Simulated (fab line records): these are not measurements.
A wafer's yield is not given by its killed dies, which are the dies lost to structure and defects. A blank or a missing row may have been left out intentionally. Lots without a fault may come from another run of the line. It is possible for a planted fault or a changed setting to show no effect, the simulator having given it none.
fab line records / flow sfq_line
record lots=6 wafers=18 last_day=78
route steps=325 shown M6@262 I6@266
lots untouched by any fault: they come from a run of this same line in which no faults occurred
start_h: start of the lot's first displayed wafer, in hours after the record's first day / wait_h: hours elapsed since this lot's preceding step / " the same as in the row above / L1.1+2: a row that stands for several wafers / - no value present, or no start provided / * or withheld: withheld / < > ~ a bound
route shown NAME@n: NAME is a module with steps in the file, n the number in the route of the first one / usual: the fault-free wafers' mean and standard deviation / same: alike in all rows / chamber/n: place in a boat / sites: each site's reading / _std_site: how widely they spread, as a standard deviation / _edge_site: inner sites' mean taken away from outer sites' mean / radius_mm: how far each site lies from the wafer's centre / mask NAME#n: copy n / behind: the last tool/chamber to shape the wafer / hold: cause of the lot's hold/its duration in hours/its outcome / device: which transistor (n, p or np) failed to switch / end of line: the route-end tests of the same wafers / where a step has no rows: the recipe by itself / killed: dies that structure and defects cost at the first sort, which is not the same as the wafer's yield / map: a wafer's dies, marking killed ones x, the rest . and places with no die _
set.NAME: the run value of the setting; set.NAME@STEP: its run value at that earlier step / model.NAME: the simulator's own value behind a step, which no gauge read
lots at some steps of the route; a table a step, a row a wafer
services: when a tool's chamber went out of use (start_h, in hours from the record's first day, below 0 if earlier), for how many hours, and the reason
## steps
# step SFQ_TRILAYER_M6_BARC_OPEN_METAL_ETCH_206
# recipe mask_material=PR chemistry=O2 target_depth_nm=125 target=BARC icp_w=600 bias_w=80 pressure_mtorr=10 time_s=41.7
# usual drypump_motor_current_A=6.05/0.29 oes_product_au=0.686/0.0045 rf_fwd_power_W=593.6/2.7
lot.wafer=L781.2 tool=rie_metal-03 chamber=1 start_h=1384.26 wait_h=0.0 drypump_motor_current_A=6.58 oes_product_au=0.686 rf_fwd_power_W=597.9 rf_hours_counter_h=19
lot.wafer=L781.3 tool=rie_metal-03 chamber=0 start_h=1384.26 wait_h=0.0 drypump_motor_current_A=5.92 oes_product_au=0.688 rf_fwd_power_W=594.1 rf_hours_counter_h=-
lot.wafer=L781.6 tool=rie_metal-03 chamber=0 start_h=1384.26 wait_h=0.0 drypump_motor_current_A=5.89 oes_product_au=0.689 rf_fwd_power_W=594.6 rf_hours_counter_h=-
lot.wafer=L789.2 tool=rie_metal-01 chamber=0 start_h=1435.46 wait_h=0.0 drypump_motor_current_A=6.23 oes_product_au=0.674 rf_fwd_power_W=595.4 rf_hours_counter_h=77
lot.wafer=L789.5 tool=rie_metal-01 chamber=1 start_h=1435.46 wait_h=0.0 drypump_motor_current_A=6.34 oes_product_au=0.689 rf_fwd_power_W=595.5 rf_hours_counter_h=-
lot.wafer=L789.6 tool=rie_metal-01 chamber=0 start_h=1435.46 wait_h=0.0 drypump_motor_current_A=6.23 oes_product_au=0.689 rf_fwd_power_W=594.9 rf_hours_counter_h=-
lot.wafer=L790.1 tool=rie_metal-02 chamber=0 start_h=1447.46 wait_h=0.0 drypump_motor_current_A=5.53 oes_product_au=0.682 rf_fwd_power_W=588.3 rf_hours_counter_h=168
lot.wafer=L790.2 tool=rie_metal-02 chamber=1 start_h=1447.46 wait_h=0.0 drypump_motor_current_A=5.75 oes_product_au=0.680 rf_fwd_power_W=591.2 rf_hours_counter_h=84
lot.wafer=L790.5 tool=rie_metal-02 chamber=1 start_h=1447.46 wait_h=0.0 drypump_motor_current_A=5.71 oes_product_au=0.680 rf_fwd_power_W=593.6 rf_hours_counter_h=-
lot.wafer=L793.3 tool=rie_metal-01 chamber=1 start_h=1457.08 wait_h=0.0 drypump_motor_current_A=6.33 oes_product_au=0.687 rf_fwd_power_W=598.5 rf_hours_counter_h=-
lot.wafer=L793.5 tool=rie_metal-01 chamber=1 start_h=1457.08 wait_h=0.0 drypump_motor_current_A=6.36 oes_product_au=0.685 rf_fwd_power_W=593.8 rf_hours_counter_h=-
lot.wafer=L793.6 tool=rie_metal-01 chamber=0 start_h=1457.08 wait_h=0.0 drypump_motor_current_A=6.21 oes_product_au=0.684 rf_fwd_power_W=596.5 rf_hours_counter_h=-
lot.wafer=L797.1 tool=rie_metal-01 chamber=1 start_h=1475.06 wait_h=0.0 drypump_motor_current_A=6.37 oes_product_au=0.690 rf_fwd_power_W=592.1 rf_hours_counter_h=62
lot.wafer=L797.2 tool=rie_metal-01 chamber=0 start_h=1475.06 wait_h=0.0 drypump_motor_current_A=6.20 oes_product_au=0.679 rf_fwd_power_W=596.6 rf_hours_counter_h=83
lot.wafer=L797.5 tool=rie_metal-01 chamber=1 start_h=1475.06 wait_h=0.0 drypump_motor_current_A=6.35 oes_product_au=0.681 rf_fwd_power_W=593.4 rf_hours_counter_h=-
lot.wafer=L798.1 tool=rie_metal-02 chamber=1 start_h=1482.26 wait_h=0.0 drypump_motor_current_A=5.81 oes_product_au=0.694 rf_fwd_power_W=590.8 rf_hours_counter_h=93
lot.wafer=L798.2 tool=rie_metal-02 chamber=1 start_h=1482.26 wait_h=0.0 drypump_motor_current_A=5.77 oes_product_au=0.679 rf_fwd_power_W=593.0 rf_hours_counter_h=-
lot.wafer=L798.5 tool=rie_metal-02 chamber=1 start_h=1482.26 wait_h=0.0 drypump_motor_current_A=5.78 oes_product_au=0.679 rf_fwd_power_W=592.8 rf_hours_counter_h=-
# step SFQ_TRILAYER_M6_ETCH_METAL_ETCH_162
# recipe target=Nb stop_on=SiO2 mask_material=PR chemistry=Cl2/Ar target_depth_nm=240 icp_w=600 bias_w=80 pressure_mtorr=10 time_s=120
# step SFQ_TRILAYER_M6_STRIP_STRIP_163
# recipe gas=O2 power_w=200 platen_temp_c=40 overash_fraction=0.65 chemistry=O2 pressure_mtorr=50
# usual drypump_motor_current_A=6.04/0.29 oes_product_au=1.002/0.0091
lot.wafer=L781.2 tool=rie_metal-03 chamber=1 start_h=1384.44 wait_h=0.1 drypump_motor_current_A=6.58 oes_product_au=0.997 rf_hours_counter_h=20
lot.wafer=L781.3 tool=rie_metal-03 chamber=0 start_h=1384.44 wait_h=0.1 drypump_motor_current_A=5.89 oes_product_au=1.003 rf_hours_counter_h=-
lot.wafer=L781.6 tool=rie_metal-03 chamber=0 start_h=1384.44 wait_h=0.1 drypump_motor_current_A=5.88 oes_product_au=1.015 rf_hours_counter_h=-
lot.wafer=L789.2 tool=rie_metal-01 chamber=0 start_h=1435.65 wait_h=0.1 drypump_motor_current_A=6.19 oes_product_au=0.997 rf_hours_counter_h=77
lot.wafer=L789.5 tool=rie_metal-01 chamber=1 start_h=1435.65 wait_h=0.1 drypump_motor_current_A=6.29 oes_product_au=1.012 rf_hours_counter_h=-
lot.wafer=L789.6 tool=rie_metal-01 chamber=0 start_h=1435.65 wait_h=0.1 drypump_motor_current_A=6.22 oes_product_au=0.997 rf_hours_counter_h=-
lot.wafer=L790.1 tool=rie_metal-02 chamber=0 start_h=1447.65 wait_h=0.1 drypump_motor_current_A=5.60 oes_product_au=1.001 rf_hours_counter_h=168
lot.wafer=L790.2 tool=rie_metal-02 chamber=1 start_h=1447.65 wait_h=0.1 drypump_motor_current_A=5.78 oes_product_au=1.025 rf_hours_counter_h=85
lot.wafer=L790.5 tool=rie_metal-02 chamber=1 start_h=1447.65 wait_h=0.1 drypump_motor_current_A=5.77 oes_product_au=1.017 rf_hours_counter_h=-
lot.wafer=L793.3 tool=rie_metal-01 chamber=1 start_h=1457.45 wait_h=0.2 drypump_motor_current_A=6.35 oes_product_au=1.003 rf_hours_counter_h=-
lot.wafer=L793.5 tool=rie_metal-01 chamber=1 start_h=1457.45 wait_h=0.2 drypump_motor_current_A=6.34 oes_product_au=1.009 rf_hours_counter_h=-
lot.wafer=L793.6 tool=rie_metal-01 chamber=0 start_h=1457.45 wait_h=0.2 drypump_motor_current_A=6.19 oes_product_au=1.002 rf_hours_counter_h=-
lot.wafer=L797.1 tool=rie_metal-01 chamber=1 start_h=1475.25 wait_h=0.1 drypump_motor_current_A=6.34 oes_product_au=1.003 rf_hours_counter_h=63
lot.wafer=L797.2 tool=rie_metal-01 chamber=0 start_h=1475.25 wait_h=0.1 drypump_motor_current_A=6.19 oes_product_au=0.991 rf_hours_counter_h=83
lot.wafer=L797.5 tool=rie_metal-01 chamber=1 start_h=1475.25 wait_h=0.1 drypump_motor_current_A=6.31 oes_product_au=1.003 rf_hours_counter_h=-
lot.wafer=L798.1 tool=rie_metal-02 chamber=1 start_h=1482.63 wait_h=0.2 drypump_motor_current_A=5.74 oes_product_au=1.016 rf_hours_counter_h=94
lot.wafer=L798.2 tool=rie_metal-02 chamber=1 start_h=1482.63 wait_h=0.2 drypump_motor_current_A=5.78 oes_product_au=1.010 rf_hours_counter_h=-
lot.wafer=L798.5 tool=rie_metal-02 chamber=1 start_h=1482.63 wait_h=0.2 drypump_motor_current_A=5.74 oes_product_au=1.018 rf_hours_counter_h=-
# step SFQ_TRILAYER_M6_STRIP_SOLV_CLEAN_164
# recipe chemistry=NMP temp_c=70 time_s=600
# step SFQ_TRILAYER_I6_DEP_PECVD_165
# recipe material=SiO2 temp_c=150 time_s=111.11 pressure_torr=2.4 rf_w=183.3 precursor=SiH4/N2O target_thk_nm=500
# usual heater_power_w=73/15 rf_fwd_power_W=182.4/0.59 showerhead_vpp_V=828/43 throttle_valve_pct=24.6/1.4
lot.wafer=L781.2 tool=pecvd-03 chamber=1 start_h=1385.23 wait_h=0.0 heater_power_w=93 rf_fwd_power_W=182.3 showerhead_vpp_V=844 throttle_valve_pct=25.1
lot.wafer=L781.3 tool=pecvd-03 chamber=2 start_h=1385.23 wait_h=0.0 heater_power_w=61 rf_fwd_power_W=182.3 showerhead_vpp_V=836 throttle_valve_pct=26.9
lot.wafer=L781.6 tool=pecvd-03 chamber=1 start_h=1385.23 wait_h=0.0 heater_power_w=94 rf_fwd_power_W=182.3 showerhead_vpp_V=835 throttle_valve_pct=24.8
lot.wafer=L789.2 tool=pecvd-01 chamber=1 start_h=1436.42 wait_h=0.0 heater_power_w=97 rf_fwd_power_W=182.3 showerhead_vpp_V=715 throttle_valve_pct=23.5
lot.wafer=L789.5 tool=pecvd-01 chamber=2 start_h=1436.42 wait_h=0.0 heater_power_w=88 rf_fwd_power_W=182.5 showerhead_vpp_V=821 throttle_valve_pct=23.7
lot.wafer=L789.6 tool=pecvd-01 chamber=1 start_h=1436.42 wait_h=0.0 heater_power_w=103 rf_fwd_power_W=181.8 showerhead_vpp_V=714 throttle_valve_pct=23.8
lot.wafer=L790.1 tool=pecvd-02 chamber=2 start_h=1448.42 wait_h=0.0 heater_power_w=57 rf_fwd_power_W=182.0 showerhead_vpp_V=856 throttle_valve_pct=26.1
lot.wafer=L790.2 tool=pecvd-02 chamber=1 start_h=1448.42 wait_h=0.0 heater_power_w=66 rf_fwd_power_W=181.6 showerhead_vpp_V=863 throttle_valve_pct=26.0
lot.wafer=L790.5 tool=pecvd-02 chamber=2 start_h=1448.42 wait_h=0.0 heater_power_w=59 rf_fwd_power_W=182.4 showerhead_vpp_V=841 throttle_valve_pct=25.8
lot.wafer=L793.3 tool=pecvd-02 chamber=0 start_h=1458.02 wait_h=0.0 heater_power_w=53 rf_fwd_power_W=182.2 showerhead_vpp_V=835 throttle_valve_pct=24.4
lot.wafer=L793.5 tool=pecvd-02 chamber=2 start_h=1458.02 wait_h=0.0 heater_power_w=65 rf_fwd_power_W=181.0 showerhead_vpp_V=836 throttle_valve_pct=26.0
lot.wafer=L793.6 tool=pecvd-02 chamber=1 start_h=1458.02 wait_h=0.0 heater_power_w=63 rf_fwd_power_W=182.8 showerhead_vpp_V=860 throttle_valve_pct=25.9
lot.wafer=L797.1 tool=pecvd-02 chamber=2 start_h=1476.02 wait_h=0.0 heater_power_w=73 rf_fwd_power_W=183.3 showerhead_vpp_V=841 throttle_valve_pct=25.5
lot.wafer=L797.2 tool=pecvd-02 chamber=1 start_h=1476.02 wait_h=0.0 heater_power_w=64 rf_fwd_power_W=182.4 showerhead_vpp_V=871 throttle_valve_pct=25.9
lot.wafer=L797.5 tool=pecvd-02 chamber=0 start_h=1476.02 wait_h=0.0 heater_power_w=52 rf_fwd_power_W=182.1 showerhead_vpp_V=844 throttle_valve_pct=24.4
lot.wafer=L798.1 tool=pecvd-03 chamber=0 start_h=1484.01 wait_h=0.0 heater_power_w=81 rf_fwd_power_W=182.0 showerhead_vpp_V=781 throttle_valve_pct=23.0
lot.wafer=L798.2 tool=pecvd-03 chamber=1 start_h=1484.01 wait_h=0.0 heater_power_w=90 rf_fwd_power_W=181.6 showerhead_vpp_V=833 throttle_valve_pct=25.3
lot.wafer=L798.5 tool=pecvd-03 chamber=0 start_h=1484.01 wait_h=0.0 heater_power_w=85 rf_fwd_power_W=183.0 showerhead_vpp_V=803 throttle_valve_pct=23.0
# step SFQ_TRILAYER_I6_CMP_CMP_166
# recipe material=SiO2 down_force_psi=3 platen_rpm=60 pad_velocity_m_s=0.94248
# usual motor_current_A=10.5/1 time_to_endpoint_s=212/8.2
lot.wafer=L781.2 tool=cmp-02 chamber=3 start_h=1443.61 wait_h=58.3 motor_current_A=11.0 time_to_endpoint_s=197
lot.wafer=L781.3 tool=cmp-02 chamber=1 start_h=1444.61 wait_h=59.3 motor_current_A=9.2 time_to_endpoint_s=220
lot.wafer=L781.6 tool=cmp-02 chamber=3 start_h=1445.61 wait_h=60.3 motor_current_A=11.0 time_to_endpoint_s=213
lot.wafer=L789.2 tool=cmp-01 chamber=3 start_h=1482.52 wait_h=46.1 motor_current_A=11.5 time_to_endpoint_s=215
lot.wafer=L789.6 tool=cmp-01 chamber=0 start_h=1482.52 wait_h=46.1 motor_current_A=10.9 time_to_endpoint_s=221
lot.wafer=L789.5 tool=cmp-01 chamber=1 start_h=1482.52 wait_h=46.1 motor_current_A=12.9 time_to_endpoint_s=226
lot.wafer=L790.2 tool=cmp-02 chamber=2 start_h=1489.11 wait_h=40.6 motor_current_A=9.4 time_to_endpoint_s=206
lot.wafer=L790.1 tool=cmp-02 chamber=3 start_h=1489.11 wait_h=40.6 motor_current_A=11.0 time_to_endpoint_s=206
lot.wafer=L790.5 tool=cmp-02 chamber=1 start_h=1490.61 wait_h=42.1 motor_current_A=9.4 time_to_endpoint_s=218
lot.wafer=L793.3 tool=cmp-01 chamber=0 start_h=1498.10 wait_h=40.0 motor_current_A=10.6 time_to_endpoint_s=202
lot.wafer=L793.6 tool=cmp-01 chamber=1 start_h=1498.10 wait_h=40.0 motor_current_A=12.6 time_to_endpoint_s=209
lot.wafer=L793.5 tool=cmp-01 chamber=2 start_h=1498.10 wait_h=40.0 motor_current_A=11.2 time_to_endpoint_s=201
lot.wafer=L797.2 tool=cmp-01 chamber=3 start_h=1508.60 wait_h=32.5 motor_current_A=10.8 time_to_endpoint_s=204
lot.wafer=L797.1 tool=cmp-01 chamber=1 start_h=1509.60 wait_h=33.5 motor_current_A=12.9 time_to_endpoint_s=218
lot.wafer=L797.5 tool=cmp-01 chamber=3 start_h=1510.60 wait_h=34.5 motor_current_A=11.2 time_to_endpoint_s=217
lot.wafer=L798.1 tool=cmp-01 chamber=0 start_h=1515.10 wait_h=31.1 motor_current_A=10.7 time_to_endpoint_s=218
lot.wafer=L798.2 tool=cmp-01 chamber=2 start_h=1516.10 wait_h=32.1 motor_current_A=11.5 time_to_endpoint_s=206
lot.wafer=L798.5 tool=cmp-01 chamber=3 start_h=1516.10 wait_h=32.1 motor_current_A=11.1 time_to_endpoint_s=223
# step SFQ_I6_BOW_MEAS_941
# recipe mode=bow
# usual I6_BOW=8/11
lot.wafer=L781.2 tool=film_metro-04 chamber=- start_h=1446.13 wait_h=2.0 I6_BOW[um]=21
lot.wafer=L781.3 tool=film_metro-04 chamber=- start_h=1446.13 wait_h=2.0 I6_BOW[um]=15
lot.wafer=L781.6 tool=film_metro-04 chamber=- start_h=1446.13 wait_h=2.0 I6_BOW[um]=14
lot.wafer=L789.2 tool=film_metro-03 chamber=- start_h=1484.04 wait_h=1.0 I6_BOW[um]=21
lot.wafer=L789.5 tool=film_metro-03 chamber=- start_h=1484.04 wait_h=1.0 I6_BOW[um]=17
lot.wafer=L789.6 tool=film_metro-03 chamber=- start_h=1484.04 wait_h=1.0 I6_BOW[um]=13
lot.wafer=L790.1 tool=film_metro-03 chamber=- start_h=1491.11 wait_h=1.0 I6_BOW[um]=20
lot.wafer=L790.2 tool=film_metro-03 chamber=- start_h=1491.11 wait_h=1.0 I6_BOW[um]=17
lot.wafer=L790.5 tool=film_metro-03 chamber=- start_h=1491.11 wait_h=1.0 I6_BOW[um]=12
lot.wafer=L793.3 tool=film_metro-03 chamber=- start_h=1499.64 wait_h=1.0 I6_BOW[um]=-6
lot.wafer=L793.5 tool=film_metro-03 chamber=- start_h=1499.64 wait_h=1.0 I6_BOW[um]=-7
lot.wafer=L793.6 tool=film_metro-03 chamber=- start_h=1499.64 wait_h=1.0 I6_BOW[um]=-4
lot.wafer=L797.1 tool=film_metro-02 chamber=- start_h=1511.60 wait_h=1.5 I6_BOW[um]=-4
lot.wafer=L797.2 tool=film_metro-02 chamber=- start_h=1511.60 wait_h=1.5 I6_BOW[um]=9
lot.wafer=L797.5 tool=film_metro-02 chamber=- start_h=1511.60 wait_h=1.5 I6_BOW[um]=8
lot.wafer=L798.1 tool=film_metro-04 chamber=- start_h=1517.60 wait_h=2.0 I6_BOW[um]=-17
lot.wafer=L798.2 tool=film_metro-04 chamber=- start_h=1517.60 wait_h=2.0 I6_BOW[um]=-12
lot.wafer=L798.5 tool=film_metro-04 chamber=- start_h=1517.60 wait_h=2.0 I6_BOW[um]=-13
# step SFQ_TRILAYER_I6_METRO_MEASURE_167
# usual thk_nm=199.8/1.1
lot.wafer=L781.2 tool=film_metro-04 chamber=- start_h=1446.43 wait_h=0.3 thk_nm=198.2
lot.wafer=L781.3 tool=film_metro-04 chamber=- start_h=1446.43 wait_h=0.3 thk_nm=199.2
lot.wafer=L781.6 tool=film_metro-04 chamber=- start_h=1446.43 wait_h=0.3 thk_nm=198.7
lot.wafer=L789.2 tool=film_metro-03 chamber=- start_h=1484.34 wait_h=0.3 thk_nm=200.3
lot.wafer=L789.5 tool=film_metro-03 chamber=- start_h=1484.34 wait_h=0.3 thk_nm=200.6
lot.wafer=L789.6 tool=film_metro-03 chamber=- start_h=1484.34 wait_h=0.3 thk_nm=201.0
lot.wafer=L790.1 tool=film_metro-03 chamber=- start_h=1491.23 wait_h=0.1 thk_nm=198.0
lot.wafer=L790.2 tool=film_metro-03 chamber=- start_h=1491.23 wait_h=0.1 thk_nm=200.5
lot.wafer=L790.5 tool=film_metro-03 chamber=- start_h=1491.23 wait_h=0.1 thk_nm=199.1
lot.wafer=L793.3 tool=film_metro-03 chamber=- start_h=1500.12 wait_h=0.5 thk_nm=201.1
lot.wafer=L793.5 tool=film_metro-03 chamber=- start_h=1500.12 wait_h=0.5 thk_nm=198.1
lot.wafer=L793.6 tool=film_metro-03 chamber=- start_h=1500.12 wait_h=0.5 thk_nm=201.6
lot.wafer=L797.1 tool=film_metro-02 chamber=- start_h=1511.72 wait_h=0.1 thk_nm=201.6
lot.wafer=L797.2 tool=film_metro-02 chamber=- start_h=1511.72 wait_h=0.1 thk_nm=200.5
lot.wafer=L797.5 tool=film_metro-02 chamber=- start_h=1511.72 wait_h=0.1 thk_nm=201.0
lot.wafer=L798.1 tool=film_metro-04 chamber=- start_h=1517.72 wait_h=0.1 thk_nm=200.1
lot.wafer=L798.2 tool=film_metro-04 chamber=- start_h=1517.72 wait_h=0.1 thk_nm=198.6
lot.wafer=L798.5 tool=film_metro-04 chamber=- start_h=1517.72 wait_h=0.1 thk_nm=199.9
# step SFQ_TRILAYER_I6_VIA_LITHO_COAT_174
# recipe resist=BARC spin_rpm=3000 resist_thk_nm=62
# step SFQ_TRILAYER_I6_VIA_LITHO_COAT_169
# recipe resist=KrF spin_rpm=3000 resist_thk_nm=650
# step SFQ_TRILAYER_I6_VIA_LITHO_SOFTBAKE_173
# recipe temp_c=withheld time_s=withheld resist=KrF
# step SFQ_TRILAYER_I6_VIA_LITHO_EXPOSE_170
# recipe mask_id=I6 na=0.6 source_shape=conventional sigma_outer=0.65 target_cd_nm=700 dose_mj=21.3
# step SFQ_TRILAYER_I6_VIA_LITHO_PEB_172
# recipe peb_temp_c=115 peb_time_s=60 resist=KrF
# usual chill_plate_temp_C=23.02/0.093 exhaust_pa=45.0/1
lot.wafer=L781.2 tool=litho_track-03 chamber=0 start_h=1524.84 wait_h=0.8 chill_plate_temp_C=23.05 exhaust_pa=44.3
lot.wafer=L781.3 tool=litho_track-03 chamber=0 start_h=1524.84 wait_h=0.8 chill_plate_temp_C=22.93 exhaust_pa=43.8
lot.wafer=L781.6 tool=litho_track-03 chamber=0 start_h=1524.84 wait_h=0.8 chill_plate_temp_C=22.82 exhaust_pa=44.1
lot.wafer=L789.2 tool=litho_track-03 chamber=- start_h=1571.69 wait_h=0.8 chill_plate_temp_C=- exhaust_pa=-
lot.wafer=L789.5 tool=litho_track-03 chamber=- start_h=1571.69 wait_h=0.8 chill_plate_temp_C=- exhaust_pa=-
lot.wafer=L789.6 tool=litho_track-03 chamber=- start_h=1571.69 wait_h=0.8 chill_plate_temp_C=- exhaust_pa=-
lot.wafer=L790.1 tool=litho_track-04 chamber=- start_h=1580.07 wait_h=1.0 chill_plate_temp_C=- exhaust_pa=-
lot.wafer=L790.2 tool=litho_track-04 chamber=- start_h=1580.07 wait_h=1.0 chill_plate_temp_C=- exhaust_pa=-
lot.wafer=L790.5 tool=litho_track-04 chamber=- start_h=1580.07 wait_h=1.0 chill_plate_temp_C=- exhaust_pa=-
lot.wafer=L793.3 tool=litho_track-03 chamber=0 start_h=1588.52 wait_h=0.7 chill_plate_temp_C=22.99 exhaust_pa=46.0
lot.wafer=L793.5 tool=litho_track-03 chamber=0 start_h=1588.52 wait_h=0.7 chill_plate_temp_C=23.03 exhaust_pa=45.3
lot.wafer=L793.6 tool=litho_track-03 chamber=0 start_h=1588.52 wait_h=0.7 chill_plate_temp_C=22.94 exhaust_pa=44.9
lot.wafer=L797.1 tool=litho_track-04 chamber=0 start_h=1603.54 wait_h=1.0 chill_plate_temp_C=23.03 exhaust_pa=45.4
lot.wafer=L797.2 tool=litho_track-04 chamber=0 start_h=1603.54 wait_h=1.0 chill_plate_temp_C=23.14 exhaust_pa=44.5
lot.wafer=L797.5 tool=litho_track-04 chamber=0 start_h=1603.54 wait_h=1.0 chill_plate_temp_C=22.89 exhaust_pa=46.1
lot.wafer=L798.1 tool=litho_track-04 chamber=0 start_h=1609.54 wait_h=1.0 chill_plate_temp_C=23.07 exhaust_pa=46.3
lot.wafer=L798.2 tool=litho_track-04 chamber=0 start_h=1609.54 wait_h=1.0 chill_plate_temp_C=22.79 exhaust_pa=44.8
lot.wafer=L798.5 tool=litho_track-04 chamber=0 start_h=1609.54 wait_h=1.0 chill_plate_temp_C=22.83 exhaust_pa=44.4
# step SFQ_TRILAYER_I6_VIA_LITHO_DEVELOP_171
# recipe time_s=60 resist=KrF
## services
tool=cmp-02 chamber=- start_h=1362.26 hours=1.9 kind=repair
tool=rie_metal-01 chamber=0 start_h=1364.50 hours=4.8 kind=repair
tool=cmp-01 chamber=- start_h=1378.01 hours=3.6 kind=repair
tool=film_metro-04 chamber=- start_h=1379.84 hours=5.4 kind=pm
tool=rie_metal-01 chamber=- start_h=1383.73 hours=1.4 kind=pm
tool=rie_metal-03 chamber=1 start_h=1388.62 hours=155.9 kind=repair
tool=cmp-01 chamber=- start_h=1401.63 hours=3.1 kind=repair
tool=cmp-01 chamber=- start_h=1404.77 hours=11.0 kind=pm
tool=film_metro-04 chamber=- start_h=1409.68 hours=0.5 kind=pm
tool=film_metro-04 chamber=- start_h=1420.77 hours=1.1 kind=pm
tool=cmp-01 chamber=- start_h=1433.80 hours=10.0 kind=pm
tool=cmp-02 chamber=- start_h=1436.11 hours=4.0 kind=pm
tool=film_metro-03 chamber=- start_h=1496.15 hours=1.1 kind=pm
tool=film_metro-03 chamber=- start_h=1497.70 hours=1.8 kind=pm
tool=film_metro-03 chamber=- start_h=1505.64 hours=3.2 kind=repair
tool=pecvd-02 chamber=- start_h=1509.79 hours=4.3 kind=pm
tool=pecvd-02 chamber=- start_h=1514.17 hours=0.4 kind=repair
tool=pecvd-02 chamber=- start_h=1517.39 hours=2.8 kind=pm
tool=rie_metal-02 chamber=- start_h=1520.03 hours=0.5 kind=repair
tool=cmp-01 chamber=- start_h=1527.68 hours=0.8 kind=repair
tool=cmp-01 chamber=- start_h=1552.22 hours=13.4 kind=repair
tool=film_metro-03 chamber=- start_h=1586.67 hours=0.7 kind=pm
tool=cmp-01 chamber=- start_h=1590.60 hours=3.4 kind=repair
tool=cmp-01 chamber=- start_h=1601.38 hours=4.0 kind=pm
## key
first_sign step=SFQ_TRILAYER_I6_VIA_LITHO_PEB_172 reading=tool_record direction=missing
effect none on later readings
met_at SFQ_TRILAYER_I6_VIA_LITHO_PEB_172
struck_wafers L789.2,L789.5,L789.6,L790.1,L790.2,L790.5
onset_between 1524.84 1571.69
fault kind=skipped_step_whole tool=litho_track-03,litho_track-04 chamber=- onset_h=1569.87 steps=SFQ_TRILAYER_I6_VIA_LITHO_PEB_172 scope=struck_lots_only
